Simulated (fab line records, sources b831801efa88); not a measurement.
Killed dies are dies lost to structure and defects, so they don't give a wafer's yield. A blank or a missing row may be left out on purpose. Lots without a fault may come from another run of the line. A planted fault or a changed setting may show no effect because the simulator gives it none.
fab line records | flow sky130
record lots=5 wafers=15 last_day=50
route steps=708 shown VIA1@463 METAL2@483
lots that met no fault: from a run of the same line without faults
start_h: hours from the record's first day to the start of the lot's first wafer shown | wait_h: hours since the lot's step before | " the same as in the row above | L1.1+2: a row that stands for several wafers | - no value, or no start given | * or withheld: withheld | < > ~ a bound
route shown NAME@n: a module of which the file shows steps, and the number in the route of the first | usual: mean/standard deviation of fault-free wafers | same: alike in all rows | chamber/n: place in a boat | sites: the reading at each site | _std_site: their standard deviation | _edge_site: outer sites' mean less inner sites' | radius_mm: how far each site lies from the wafer's centre | mask NAME#n: copy n | behind: the tool/chamber that last shaped the wafer | hold: why the lot was held/for how many hours/how that ended | device: the transistor (n, p or np) that didn't switch | end of line: the same wafers' tests at the end of the route | a step without rows: its recipe alone | killed: dies lost to structure and defects at the first sort, not the wafer's yield | map: a wafer's dies, x killed, . not, _ none there
set.NAME: the setting as run; set.NAME@STEP: as run at that earlier step | model.NAME: the simulator's own value behind a step, which no gauge read
lots at some steps of the route; a table a step, a row a wafer
services: from which hour (start_h, from the record's first day; less than 0 if before it) a tool's chamber was out of use, for how many hours, and why
## steps
# step SKY_VIA1_HMDS_05
# recipe prime_time_s=60 prime_temp_c=120
# columns lot.wafer tool chamber start_h wait_h
L074.1+2+6 litho_track-04 0 780.55 0.1
L089.1+2+5 litho_track-02 0 893.62 0.1
L090.2+3+4 litho_track-04 0 894.13 0.1
L093.2+5+6 litho_track-02 0 922.74 0.1
L094.1+3+6 litho_track-04 0 939.40 0.1
# step SKY_VIA1_COAT_06
# recipe resist=BARC temp_c=withheld time_s=withheld spin_rpm=3000 resist_thk_nm=60
# columns lot.wafer tool chamber start_h wait_h
L074.1+2+6 litho_track-04 0 780.70 0.1
L089.1+2+5 litho_track-02 0 893.77 0.1
L090.2+3+4 litho_track-04 0 894.28 0.1
L093.2+5+6 litho_track-02 0 922.89 0.1
L094.1+3+6 litho_track-04 0 939.55 0.1
# step SKY_VIA1_COAT_07
# recipe resist=KrF-thick spin_rpm=3000 resist_thk_nm=450
# columns lot.wafer tool chamber start_h wait_h
L074.1+2+6 litho_track-04 0 - -
L089.1+2+5 litho_track-02 0 - -
L090.2+3+4 litho_track-04 0 - -
L093.2+5+6 litho_track-02 0 - -
L094.1+3+6 litho_track-04 0 - -
# step SKY_VIA1_SOFTBAKE_08
# recipe temp_c=100 time_s=90 resist=KrF-thick
# same time_s=90
# columns lot.wafer tool chamber start_h wait_h
L074.1+2+6 litho_track-04 0 - -
L089.1+2+5 litho_track-02 0 - -
L090.2+3+4 litho_track-04 0 - -
L093.2+5+6 litho_track-02 0 - -
L094.1+3+6 litho_track-04 0 - -
# step SKY_VIA1_EXPOSE_09
# recipe mask_id=VIM na=0.8 source_shape=annular sigma_inner=0.55 sigma_outer=0.85 target_cd_nm=150 dose_mj=38
# usual focus_offset_nm=0.0/0.49 reticle_temp_C=23.02/0.096
# columns lot.wafer tool chamber start_h wait_h mask focus_offset_nm reticle_temp_C
L074.1 krf_scanner-01 0 - - VIM#0 -0.3 23.02
L074.2 " 0 " " VIM#0 -0.4 22.97
L074.6 " 0 " " VIM#0 -0.4 23.06
L089.1 krf_scanner-02 0 - - VIM#0 -0.2 22.97
L089.2 " 0 " " VIM#0 -0.2 23.05
L089.5 " 0 " " VIM#0 1.1 23.08
L090.2 krf_scanner-01 0 - - VIM#0 0.1 22.84
L090.3 " 0 " " VIM#0 0.5 22.94
L090.4 " 0 " " VIM#0 0.3 22.95
L093.2 krf_scanner-01 0 - - VIM#0 0.1 22.94
L093.5 " 0 " " VIM#0 0.6 22.90
L093.6 " 0 " " VIM#0 0.2 22.85
L094.1 krf_scanner-01 0 - - VIM#0 -0.7 23.03
L094.3 " 0 " " VIM#0 -0.9 23.04
L094.6 " 0 " " VIM#0 -0.3 22.95
# step SKY_VIA1_PEB_10
# recipe peb_temp_c=withheld peb_time_s=withheld resist=KrF-thick
# columns lot.wafer tool chamber start_h wait_h
L074.1+2+6 litho_track-04 0 - -
L089.1+2+5 litho_track-02 0 - -
L090.2+3+4 litho_track-01 0 - -
L093.2+5+6 litho_track-04 0 - -
L094.1+3+6 litho_track-02 0 - -
# step SKY_VIA1_DEVELOP_11
# recipe develop_time_s=60 resist=KrF-thick dev_temp_c=21
# columns lot.wafer tool chamber start_h wait_h
L074.1+2+6 litho_track-04 0 - -
L089.1+2+5 litho_track-02 0 - -
L090.2+3+4 litho_track-01 0 - -
L093.2+5+6 litho_track-04 0 - -
L094.1+3+6 litho_track-02 0 - -
# step SKY_VIA1_CD_MEAS_12
# recipe target_cd_nm=150
# usual cd_nm=150.1/1.7
# columns lot.wafer tool chamber start_h wait_h cd_nm
L074.1 cd_sem-01 - 793.80 - 152.4
L074.2 " - " " 150.8
L074.6 " - " " 151.0
L089.1 cd_sem-02 - 906.77 - 149.0
L089.2 " - " " 152.0
L089.5 " - " " 149.7
L090.2 cd_sem-01 - 907.23 - 148.3
L090.3 " - " " 150.6
L090.4 " - " " 149.0
L093.2 cd_sem-01 - 935.32 - 150.9
L093.5 " - " " 151.2
L093.6 " - " " 150.6
L094.1 cd_sem-01 - 951.92 - 150.5
L094.3 " - " " 151.3
L094.6 " - " " 152.5
# step SKY_VIA1_OVL_MEAS_13
# usual VIA1_OVL=-1/6.2
# columns lot.wafer tool chamber start_h wait_h VIA1_OVL[nm]
L074.1 overlay-01 - 793.92 0.1 -18
L074.2 " - " " -14
L074.6 " - " " -9
L089.1 overlay-02 - 906.89 0.1 1
L089.2 " - " " 0
L089.5 " - " " 4
L090.2 overlay-01 - 907.34 0.1 2
L090.3 " - " " 1
L090.4 " - " " 2
L093.2 overlay-02 - 935.43 0.1 -4
L093.5 " - " " 10
L093.6 " - " " 5
L094.1 overlay-02 - 952.04 0.1 -6
L094.3 " - " " 0
L094.6 " - " " 6
# step SKY_VIA1_ETCH_14
# recipe chemistry=N2/H2 target=BARC ion_energy_ev=200 source_w=500 bias_w=100 pressure_mtorr=30 n2_flow_sccm=100 h2_flow_sccm=200 stop_on=SiO2 time_s=45.9 target_depth_a=600
# usual chamber_pressure_mTorr=30.00/0.031 drypump_motor_current_A=5.8/0.3 oes_product_au=0.854/0.0047 throttle_valve_pct=13.225/0.0089
# same time_s=45.9
# columns lot.wafer tool chamber start_h wait_h chamber_pressure_mTorr drypump_motor_current_A oes_product_au rf_hours_counter_h throttle_valve_pct
L074.1 rie_diel-02 1 793.96 0.0 29.99 6.2 0.857 11 13.218
L074.2 " 0 " " 30.02 5.3 0.860 10 13.229
L074.6 " 0 " " 30.00 5.3 0.852 - 13.233
L089.1 rie_diel-02 1 906.92 0.0 29.99 6.2 0.851 14 13.231
L089.2 " 3 " " 30.00 5.6 0.846 12 13.224
L089.5 " 1 " " 30.03 6.2 0.856 - 13.228
L090.2 rie_diel-01 1 907.37 0.0 29.96 5.8 0.858 15 13.232
L090.3 " 2 " " 30.09 5.8 0.856 20 13.232
L090.4 " 3 " " 29.96 5.6 0.854 13 13.237
L093.2 rie_diel-03 1 935.46 0.0 30.02 5.6 0.854 19 13.229
L093.5 " 0 " " 30.01 5.5 0.849 - 13.235
L093.6 " 1 " " 30.02 5.6 0.857 - 13.226
L094.1 rie_diel-02 1 952.07 0.0 29.99 6.3 0.857 16 13.228
L094.3 " 2 " " 29.98 6.0 0.862 1 13.224
L094.6 " 0 " " 29.97 5.3 0.856 - 13.227
# step SKY_VIA1_ETCH_15
# recipe target=SiO2 chemistry=C4F8/O2/Ar target_depth_nm=351 stop_on=TiN mask_material=KrF-thick source_w=1500 bias_w=1200 pressure_mtorr=40 c4f8_flow_sccm=withheld O2_flow_sccm=6 Ar_flow_sccm=300 time_s=54
# usual chamber_pressure_mTorr=40.00/0.036 oes_product_au=0.981/0.0064
# same time_s=54
# columns lot.wafer tool chamber start_h wait_h chamber_pressure_mTorr oes_product_au rf_hours_counter_h
L074.1 rie_diel-02 1 794.00 0.0 40.03 0.980 11
L074.2 " 0 " " 39.97 0.979 10
L074.6 " 0 " " 40.07 0.982 -
L089.1 rie_diel-02 1 906.97 0.0 40.00 0.983 14
L089.2 " 3 " " 40.01 0.967 12
L089.5 " 1 " " 40.00 0.978 -
L090.2 rie_diel-01 1 907.41 0.0 39.95 0.987 15
L090.3 " 2 " " 40.01 0.962 20
L090.4 " 3 " " 39.96 0.980 13
L093.2 rie_diel-03 1 935.50 0.0 40.03 0.983 19
L093.5 " 0 " " 40.00 0.977 -
L093.6 " 1 " " 40.06 0.977 -
L094.1 rie_diel-02 1 952.12 0.0 40.01 0.990 16
L094.3 " 2 " " 40.08 0.981 1
L094.6 " 0 " " 40.00 0.982 -
# step SKY_VIA1_STRIP_16
# recipe chemistry=O2/N2 power_w=1400 pressure_mtorr=1500 platen_temp_c=withheld o2_flow_sccm=3000 n2_flow_sccm=300 overash_fraction=0.5
# usual chamber_pressure_mTorr=1500.1/1.5 drypump_motor_current_A=5.8/0.44 oes_product_au=0.416/0.0046 strip_time_to_endpoint_s=4.458/0.025
# columns lot.wafer tool chamber start_h wait_h chamber_pressure_mTorr drypump_motor_current_A oes_product_au rf_hours_counter_h strip_time_to_endpoint_s
L074.1 plasma_asher-01 0 794.05 0.0 1500.4 6.1 0.419 33 4.465
L074.2 " 1 " " 1500.0 5.3 0.417 33 4.445
L074.6 " 1 " " 1499.2 5.3 0.412 - 4.451
L089.1 plasma_asher-01 0 907.01 0.0 1500.7 6.1 0.409 45 4.423
L089.2 " 1 " " 1497.8 5.3 0.413 45 4.443
L089.5 " 1 " " 1501.4 5.3 0.420 - 4.433
L090.2 plasma_asher-02 1 907.46 0.0 1499.3 5.8 0.422 81 4.462
L090.3 " 0 " " 1502.6 6.5 0.420 - 4.500
L090.4 " 1 " " 1499.3 5.8 0.413 - 4.439
L093.2 plasma_asher-01 1 935.55 0.0 1499.9 5.3 0.415 48 4.449
L093.5 " 1 " " 1497.2 5.3 0.412 - 4.448
L093.6 " 0 " " 1499.5 6.1 0.417 - 4.470
L094.1 plasma_asher-01 0 952.16 0.0 1499.5 6.1 0.420 49 4.436
L094.3 " 0 " " 1501.0 6.1 0.413 - 4.459
L094.6 " 0 " " 1503.0 6.1 0.414 - 4.415
# step SKY_VIA1_STRIP_17
# recipe chemistry=post_etch_residue_remover time_s=1200 temp_c=72.5
# usual bath_guard_temp_C=72.5/0.54
# same time_s=1200
# columns lot.wafer tool chamber start_h wait_h bath_guard_temp_C
L074.1 wet_bench-02 3 794.15 0.1 72.1
L074.2 " 3 " " 72.2
L074.6 " 3 " " 72.3
L089.1 wet_bench-01 2 907.11 0.1 72.8
L089.2 " 2 " " 72.9
L089.5 " 2 " " 72.9
L090.2 wet_bench-01 0 907.56 0.1 73.6
L090.3 " 0 " " 73.7
L090.4 " 0 " " 74.1
L093.2 wet_bench-01 3 935.65 0.1 72.8
L093.5 " 3 " " 72.6
L093.6 " 3 " " 72.9
L094.1 wet_bench-02 1 952.26 0.1 72.1
L094.3 " 1 " " 72.3
L094.6 " 1 " " 72.2
# step SKY_VIA1_CLEAN_18
# recipe chemistry=IPA time_s=180 temp_c=25
# same time_s=180
# columns lot.wafer tool chamber start_h wait_h
L074.1+2+6 wet_bench-04 2 794.49 0.0
L089.1+2+5 wet_bench-02 1 907.49 0.0
L090.2+3+4 wet_bench-02 2 907.93 0.0
L093.2+5+6 wet_bench-04 0 935.99 0.0
L094.1+3+6 wet_bench-04 3 952.60 0.0
# step SKY_VIA1_CLEAN_19
# recipe chemistry=O3/DIW dry=n2_spin
# columns lot.wafer tool chamber start_h wait_h
L074.1+2+6 wet_bench-01 2 794.55 0.0
L089.1+2+5 wet_bench-04 3 907.54 0.0
L090.2+3+4 wet_bench-04 0 907.99 0.0
L093.2+5+6 wet_bench-04 2 936.05 0.0
L094.1+3+6 wet_bench-01 0 952.67 0.0
# step SKY_VIA1_SPUTTER_20
# recipe material=TiN target_thk_nm=20 chamber_pressure_pa=5 power_w=4000 time_s=80
# usual chamber_pressure_pa=5.001/0.0099 throttle_valve_pct=29.8/0.76
# same time_s=80
# columns lot.wafer tool chamber start_h wait_h chamber_pressure_pa throttle_valve_pct
L074.1 pvd_sputter-03 - 794.65 0.0 5.014 31.3
L074.2 " - " " 5.004 29.6
L074.6 " - " " 4.997 29.5
L089.1 pvd_sputter-03 - 907.64 0.0 5.002 29.6
L089.2 " - " " 5.003 29.1
L089.5 " - " " 5.004 29.6
L090.2 pvd_sputter-01 - 908.08 0.0 5.009 28.7
L090.3 " - " " 4.983 28.8
L090.4 " - " " 4.984 29.6
L093.2 pvd_sputter-03 - 936.14 0.0 4.994 28.8
L093.5 " - " " 5.005 29.7
L093.6 " - " " 5.002 31.4
L094.1 pvd_sputter-04 - 952.76 0.0 4.988 29.1
L094.3 " - " " 5.005 30.8
L094.6 " - " " 5.008 30.8
# step SKY_VIA1_CVD_21
# recipe material=W target_thk_nm=270 time_s=80.902 temp_c=400 pressure_torr=40
# usual heater_power_w=861/61
# same time_s=80.902
# columns lot.wafer tool chamber start_h wait_h heater_power_w
L074.1 cvd_w-02 0 794.71 0.0 797
L074.2 " 1 " " 946
L074.6 " 1 " " 943
L089.1 cvd_w-01 0 907.70 0.0 867
L089.2 " 1 " " 878
L089.5 " 0 " " 900
L090.2 cvd_w-01 0 908.14 0.0 912
L090.3 " 0 " " 891
L090.4 " 1 " " 862
L093.2 cvd_w-02 0 936.23 0.1 716
L093.5 " 0 " " 731
L093.6 " 0 " " 725
L094.1 cvd_w-01 0 952.82 0.0 905
L094.3 " 1 " " 880
L094.6 " 0 " " 887
# step SKY_VIA1_RS_MEAS_22
# recipe thk_meas_gauge=four-point-probe reads=W_of_VIA1_CVD_21+TiN_of_VIA1_SPUTTER_20
# usual VIA1_W_RS=0.425/0.0048
# columns lot.wafer tool chamber start_h wait_h VIA1_W_RS[ohm/sq]
L074.1 film_metro-02 - 794.81 0.1 0.422
L074.2 " - " " 0.424
L074.6 " - " " 0.428
L089.1 film_metro-02 - 907.79 0.1 0.417
L089.2 " - " " 0.420
L089.5 " - " " 0.418
L090.2 film_metro-01 - 908.25 0.1 0.420
L090.3 " - " " 0.417
L090.4 " - " " 0.427
L093.2 film_metro-01 - 936.41 0.1 0.433
L093.5 " - " " 0.432
L093.6 " - " " 0.435
L094.1 film_metro-03 - 952.91 0.1 0.425
L094.3 " - " " 0.424
L094.6 " - " " 0.420
# step SKY_VIA1_THK_MEAS_23
# recipe thk_meas_gauge=xrf reads=W_of_VIA1_CVD_21
# usual VIA1_W_THK=275/4.2
# columns lot.wafer tool chamber start_h wait_h VIA1_W_THK[nm]
L074.1 film_metro-02 - 794.93 0.1 277
L074.2 " - " " 277
L074.6 " - " " 275
L089.1 film_metro-02 - 907.91 0.1 278
L089.2 " - " " 278
L089.5 " - " " 277
L090.2 film_metro-01 - 908.36 0.1 273
L090.3 " - " " 275
L090.4 " - " " 269
L093.2 film_metro-01 - 936.52 0.1 269
L093.5 " - " " 268
L093.6 " - " " 268
L094.1 film_metro-03 - 953.03 0.1 280
L094.3 " - " " 280
L094.6 " - " " 283
# step SKY_VIA1_CMP_24
# recipe stop_on=SiO2 t_overpolish_s=15 down_force_psi=3.5 platen_rpm=60 target_thk_nm=0 pad_velocity_m_s=0.94248
# usual edge_zone_pressure_frac=1.000/0.0047 motor_current_A=11.4/1.1 overpolish_run_s=14.999/0.009 slurry_flow_ml_min=150.0/0.44 time_to_endpoint_s=64.9/2.9
# columns lot.wafer tool chamber start_h wait_h edge_zone_pressure_frac motor_current_A overpolish_run_s slurry_flow_ml_min time_to_endpoint_s
L074.2 cmp-01 1 794.99 0.0 0.998 12.8 14.993 150.6 63.7
L074.1 " 3 " " 0.998 10.7 15.010 149.6 67.1
L074.6 " 1 " " 0.999 11.8 15.008 149.9 60.7
L089.1 cmp-02 1 908.02 0.1 0.994 12.4 15.003 149.6 63.6
L089.2 " 2 " " 0.992 11.2 14.993 149.8 64.3
L089.5 " 0 " " 0.992 11.8 15.011 150.2 67.6
L090.4 cmp-01 1 908.41 0.0 1.009 12.0 15.011 149.5 60.6
L090.3 " 2 " " 1.004 9.4 14.992 150.1 63.6
L090.2 " 3 " " 0.995 11.0 14.989 150.2 65.3
L093.2 cmp-01 0 936.67 0.1 0.993 11.8 14.997 150.5 63.8
L093.6 " 2 " " 1.001 9.9 14.991 149.8 62.6
L093.5 " 3 " " 0.996 10.6 15.004 150.3 64.1
L094.1 cmp-02 0 953.09 0.1 0.994 11.8 14.988 150.1 69.0
L094.3 " 2 " " 1.009 10.9 15.002 149.6 64.5
L094.6 " 1 " " 0.996 13.4 15.009 150.3 61.0
# step SKY_METAL2_SPUTTER_00
# recipe material=Ti target_thk_nm=15 power_w=3000 time_s=10 chamber_pressure_pa=0.4
# usual chamber_pressure_pa=0.4001/0.00074 throttle_valve_pct=29.8/0.77
# same time_s=10
# columns lot.wafer tool chamber start_h wait_h chamber_pressure_pa throttle_valve_pct
L074.1 pvd_sputter-01 - 795.29 0.1 0.3998 28.9
L074.2 " - " " 0.4012 29.8
L074.6 " - " " 0.3989 28.8
L089.1 pvd_sputter-04 - 908.27 0.2 0.3992 30.1
L089.2 " - " " 0.3987 29.0
L089.5 " - " " 0.4001 29.2
L090.2 pvd_sputter-02 - 908.71 0.1 0.4006 30.7
L090.3 " - " " 0.3993 30.7
L090.4 " - " " 0.4002 31.2
L093.2 pvd_sputter-01 - 936.87 0.1 0.4009 29.4
L093.5 " - " " 0.4012 29.1
L093.6 " - " " 0.3994 28.6
L094.1 pvd_sputter-01 - 953.39 0.2 0.4000 28.9
L094.3 " - " " 0.3992 29.9
L094.6 " - " " 0.4009 29.6
# step SKY_METAL2_SPUTTER_01
# recipe material=TiN target_thk_nm=20 power_w=6500 time_s=16.7 chamber_pressure_pa=0.4
# usual chamber_pressure_pa=0.4001/0.00076 throttle_valve_pct=29.8/0.75
# same time_s=16.7
# columns lot.wafer tool chamber start_h wait_h chamber_pressure_pa throttle_valve_pct
L074.1 pvd_sputter-01 - 795.31 0.0 0.4001 28.8
L074.2 " - " " 0.3999 29.6
L074.6 " - " " 0.4009 28.7
L089.1 pvd_sputter-04 - 908.29 0.0 0.3994 30.1
L089.2 " - " " 0.3994 29.2
L089.5 " - " " 0.4006 28.9
L090.2 pvd_sputter-02 - 908.73 0.0 0.4007 30.1
L090.3 " - " " 0.4016 30.4
L090.4 " - " " 0.3998 31.0
L093.2 pvd_sputter-01 - 936.89 0.0 0.4008 29.3
L093.5 " - " " 0.4006 29.5
L093.6 " - " " 0.3997 28.8
L094.1 pvd_sputter-01 - 953.42 0.0 0.4000 29.0
L094.3 " - " " 0.3993 29.8
L094.6 " - " " 0.3997 29.8
# step SKY_METAL2_SPUTTER_02
# recipe material=AlCu target_thk_nm=250 power_w=10600 time_s=13.3 chamber_pressure_pa=0.4
# usual chamber_pressure_pa=0.4001/0.00077 throttle_valve_pct=29.8/0.76
# same time_s=13.3
# columns lot.wafer tool chamber start_h wait_h chamber_pressure_pa throttle_valve_pct
L074.1 pvd_sputter-01 - 795.33 0.0 0.4011 28.5
L074.2 " - " " 0.3992 29.5
L074.6 " - " " 0.3999 28.8
L089.1 pvd_sputter-04 - 908.32 0.0 0.4002 30.2
L089.2 " - " " 0.4014 29.2
L089.5 " - " " 0.3995 29.1
L090.2 pvd_sputter-02 - 908.76 0.0 0.4003 30.6
L090.3 " - " " 0.4004 30.3
L090.4 " - " " 0.4014 31.3
L093.2 pvd_sputter-01 - 936.91 0.0 0.3988 29.7
L093.5 " - " " 0.3993 29.7
L093.6 " - " " 0.3994 28.8
L094.1 pvd_sputter-01 - 953.44 0.0 0.3999 28.7
L094.3 " - " " 0.3997 29.6
L094.6 " - " " 0.3997 29.8
# step SKY_METAL2_SPUTTER_03
# recipe material=Ti target_thk_nm=5 power_w=3000 time_s=3.3 chamber_pressure_pa=0.4
# usual chamber_pressure_pa=0.4000/0.00075 throttle_valve_pct=29.8/0.74
# same time_s=3.3
# columns lot.wafer tool chamber start_h wait_h chamber_pressure_pa throttle_valve_pct
L074.1 pvd_sputter-01 - 795.36 0.0 0.3994 28.9
L074.2 " - " " 0.4007 29.7
L074.6 " - " " 0.3988 28.8
L089.1 pvd_sputter-04 - 908.34 0.0 0.4004 30.4
L089.2 " - " " 0.3998 28.7
L089.5 " - " " 0.3986 29.1
L090.2 pvd_sputter-02 - 908.78 0.0 0.4002 30.3
L090.3 " - " " 0.4006 30.4
L090.4 " - " " 0.4001 31.0
L093.2 pvd_sputter-01 - 936.94 0.0 0.4011 29.5
L093.5 " - " " 0.4002 29.6
L093.6 " - " " 0.3995 28.9
L094.1 pvd_sputter-01 - 953.47 0.0 0.3998 28.8
L094.3 " - " " 0.4001 29.8
L094.6 " - " " 0.3994 30.0
# step SKY_METAL2_SPUTTER_04
# recipe material=TiN target_thk_nm=70 power_w=6500 time_s=58.3 chamber_pressure_pa=0.4
# usual chamber_pressure_pa=0.4000/0.00091 throttle_valve_pct=29.8/0.76
# same time_s=58.3
# columns lot.wafer tool chamber start_h wait_h chamber_pressure_pa throttle_valve_pct
L074.1 pvd_sputter-01 - 795.38 0.0 0.4005 28.7
L074.2 " - " " 0.4003 29.6
L074.6 " - " " 0.4004 28.9
L089.1 pvd_sputter-04 - 908.36 0.0 0.4001 30.1
L089.2 " - " " 0.3997 29.0
L089.5 " - " " 0.4015 28.9
L090.2 pvd_sputter-02 - 908.80 0.0 0.4000 30.2
L090.3 " - " " 0.3995 30.7
L090.4 " - " " 0.3998 31.2
L093.2 pvd_sputter-01 - 936.96 0.0 0.3997 29.5
L093.5 " - " " 0.4002 29.3
L093.6 " - " " 0.4009 28.9
L094.1 pvd_sputter-01 - 953.48 0.0 0.3993 28.7
L094.3 " - " " 0.4003 29.9
L094.6 " - " " 0.4000 29.8
# step SKY_METAL2_RS_MEAS_05
# recipe thk_meas_gauge=four-point-probe reads=TiN_of_METAL2_SPUTTER_04+Ti_of_METAL2_SPUTTER_03+AlCu_of_METAL2_SPUTTER_02+TiN_of_METAL2_SPUTTER_01+Ti_of_METAL2_SPUTTER_00
# usual METAL2_ALCU_RS=0.1267/0.0018
# columns lot.wafer tool chamber start_h wait_h METAL2_ALCU_RS[ohm/sq]
L074.1 film_metro-01 - 795.43 0.0 0.1316
L074.2 " - " " 0.1273
L074.6 " - " " 0.1270
L089.1 film_metro-04 - 908.41 0.0 0.1240
L089.2 " - " " 0.1260
L089.5 " - " " 0.1258
L090.2 film_metro-03 - 908.87 0.0 0.1266
L090.3 " - " " 0.1253
L090.4 " - " " 0.1285
L093.2 film_metro-03 - 937.03 0.0 0.1257
L093.5 " - " " 0.1265
L093.6 " - " " 0.1285
L094.1 film_metro-03 - 953.53 0.0 0.1262
L094.3 " - " " 0.1274
L094.6 " - " " 0.1284
# step SKY_METAL2_THK_MEAS_06
# recipe thk_meas_gauge=xrf reads=AlCu_of_METAL2_SPUTTER_02
# usual METAL2_ALCU_THK=250/3.7
# columns lot.wafer tool chamber start_h wait_h METAL2_ALCU_THK[nm]
L074.1 film_metro-01 - 795.55 0.1 243
L074.2 " - " " 251
L074.6 " - " " 251
L089.1 film_metro-04 - 908.53 0.1 256
L089.2 " - " " 252
L089.5 " - " " 254
L090.2 film_metro-03 - 908.98 0.1 250
L090.3 " - " " 251
L090.4 " - " " 246
L093.2 film_metro-03 - 937.14 0.1 252
L093.5 " - " " 251
L093.6 " - " " 249
L094.1 film_metro-03 - 953.65 0.1 253
L094.3 " - " " 248
L094.6 " - " " 247
# step SKY_METAL2_DEHYDRATE_07
# recipe temp_c=200 time_s=60
# same time_s=60
# columns lot.wafer tool chamber start_h wait_h
L074.1+2+6 litho_track-01 0 808.26 12.7
L089.1+2+5 litho_track-02 0 920.02 11.5
L090.2+3+4 litho_track-01 0 920.44 11.4
L093.2+5+6 litho_track-01 0 948.94 11.8
L094.1+3+6 litho_track-01 0 965.06 11.4
# step SKY_METAL2_HMDS_08
# recipe prime_time_s=60 prime_temp_c=120
# columns lot.wafer tool chamber start_h wait_h
L074.1+2+6 litho_track-01 0 808.41 0.1
L089.1+2+5 litho_track-02 0 920.17 0.1
L090.2+3+4 litho_track-01 0 920.59 0.1
L093.2+5+6 litho_track-01 0 949.09 0.1
L094.1+3+6 litho_track-01 0 965.21 0.1
# step SKY_METAL2_COAT_09
# recipe resist=BARC temp_c=withheld time_s=withheld spin_rpm=3000 resist_thk_nm=60
# columns lot.wafer tool chamber start_h wait_h
L074.1+2+6 litho_track-01 0 808.56 0.1
L089.1+2+5 litho_track-02 0 920.32 0.1
L090.2+3+4 litho_track-01 0 920.74 0.1
L093.2+5+6 litho_track-01 0 949.24 0.1
L094.1+3+6 litho_track-01 0 965.36 0.1
# step SKY_METAL2_COAT_10
# recipe resist=KrF-thick spin_rpm=3000 resist_thk_nm=450
# columns lot.wafer tool chamber start_h wait_h
L074.1+2+6 litho_track-01 0 - -
L089.1+2+5 litho_track-02 0 - -
L090.2+3+4 litho_track-01 0 - -
L093.2+5+6 litho_track-01 0 - -
L094.1+3+6 litho_track-01 0 - -
# step SKY_METAL2_SOFTBAKE_11
# recipe temp_c=100 time_s=90 resist=KrF-thick
# same time_s=90
# columns lot.wafer tool chamber start_h wait_h
L074.1+2+6 litho_track-01 0 - -
L089.1+2+5 litho_track-02 0 - -
L090.2+3+4 litho_track-01 0 - -
L093.2+5+6 litho_track-01 0 - -
L094.1+3+6 litho_track-01 0 - -
# step SKY_METAL2_EXPOSE_12
# recipe mask_id=MM2 na=0.8 source_shape=annular sigma_inner=0.55 sigma_outer=0.85 target_cd_nm=140 dose_mj=28
# usual focus_offset_nm=-0.1/0.46 reticle_temp_C=23.01/0.11
# columns lot.wafer tool chamber start_h wait_h mask focus_offset_nm reticle_temp_C
L074.1 krf_scanner-02 0 - - MM2#0 0.4 23.14
L074.2 " 0 " " MM2#0 -0.6 22.93
L074.6 " 0 " " MM2#0 -0.7 22.88
L089.1 krf_scanner-02 0 - - MM2#0 -0.2 22.95
L089.2 " 0 " " MM2#0 0.7 23.01
L089.5 " 0 " " MM2#0 0.0 23.01
L090.2 krf_scanner-02 0 - - MM2#0 0.0 23.13
L090.3 " 0 " " MM2#0 -0.7 23.09
L090.4 " 0 " " MM2#0 0.1 23.07
L093.2 krf_scanner-02 0 - - MM2#0 -0.1 23.03
L093.5 " 0 " " MM2#0 0.1 23.01
L093.6 " 0 " " MM2#0 -0.2 23.02
L094.1 krf_scanner-02 0 - - MM2#0 0.3 22.92
L094.3 " 0 " " MM2#0 -0.4 23.07
L094.6 " 0 " " MM2#0 0.1 23.05
# step SKY_METAL2_PEB_13
# recipe peb_temp_c=withheld peb_time_s=withheld resist=KrF-thick
# columns lot.wafer tool chamber start_h wait_h
L074.1+2+6 litho_track-01 0 - -
L089.1+2+5 litho_track-03 0 - -
L090.2+3+4 litho_track-01 0 - -
L093.2+5+6 litho_track-02 0 - -
L094.1+3+6 litho_track-03 0 - -
# step SKY_METAL2_DEVELOP_14
# recipe develop_time_s=60 resist=KrF-thick dev_temp_c=21
# columns lot.wafer tool chamber start_h wait_h
L074.1+2+6 litho_track-01 0 - -
L089.1+2+5 litho_track-03 0 - -
L090.2+3+4 litho_track-01 0 - -
L093.2+5+6 litho_track-02 0 - -
L094.1+3+6 litho_track-03 0 - -
# step SKY_METAL2_CD_MEAS_15
# recipe target_cd_nm=140
# usual cd_nm=140.0/1.8
# columns lot.wafer tool chamber start_h wait_h cd_nm
L074.1 cd_sem-02 - 821.66 - 143.6
L074.2 " - " " 141.5
L074.6 " - " " 141.9
L089.1 cd_sem-01 - 932.61 - 139.5
L089.2 " - " " 139.7
L089.5 " - " " 140.3
L090.2 cd_sem-02 - 932.78 - 139.4
L090.3 " - " " 138.6
L090.4 " - " " 138.8
L093.2 cd_sem-02 - 961.94 - 140.0
L093.5 " - " " 139.8
L093.6 " - " " 139.2
L094.1 cd_sem-01 - 977.36 - 139.7
L094.3 " - " " 140.0
L094.6 " - " " 140.3
# step SKY_METAL2_OVL_MEAS_16
# usual METAL2_OVL=-1/5.2
# columns lot.wafer tool chamber start_h wait_h METAL2_OVL[nm]
L074.1 overlay-02 - 821.78 0.1 -9
L074.2 " - " " -10
L074.6 " - " " -13
L089.1 overlay-02 - 932.73 0.1 -10
L089.2 " - " " -5
L089.5 " - " " -8
L090.2 overlay-01 - 932.89 0.1 3
L090.3 " - " " 0
L090.4 " - " " 5
L093.2 overlay-02 - 962.04 0.1 -5
L093.5 " - " " 1
L093.6 " - " " 0
L094.1 overlay-02 - 977.48 0.1 7
L094.3 " - " " 2
L094.6 " - " " 5
## services
# columns tool chamber start_h hours kind
krf_scanner-02 - 771.01 2.8 repair
pvd_sputter-01 - 771.96 0.9 repair
krf_scanner-02 - 782.87 1.0 repair
rie_diel-02 1 786.48 2.8 repair
cmp-01 - 786.86 0.5 repair
pvd_sputter-04 - 791.48 1.2 repair
rie_diel-02 0 804.82 5.1 repair
rie_diel-02 2 810.96 9.2 repair
krf_scanner-01 - 816.86 6.6 repair
pvd_sputter-01 - 822.87 1.8 repair
krf_scanner-02 - 823.48 1.3 pm
krf_scanner-02 - 827.99 0.8 pm
krf_scanner-01 - 833.06 1.0 pm
plasma_asher-01 - 850.02 6.0 repair
krf_scanner-01 - 865.70 0.9 repair
krf_scanner-02 - 882.99 1.0 pm
pvd_sputter-01 - 912.33 1.2 repair
krf_scanner-01 - 916.80 1.3 pm
krf_scanner-02 - 931.67 17.0 repair
rie_diel-02 2 937.56 4.8 repair
plasma_asher-01 - 945.25 4.4 repair
krf_scanner-01 - 952.07 1.0 repair
pvd_sputter-01 - 955.24 3.0 repair
rie_diel-02 - 963.04 0.2 repair
## key
fault none
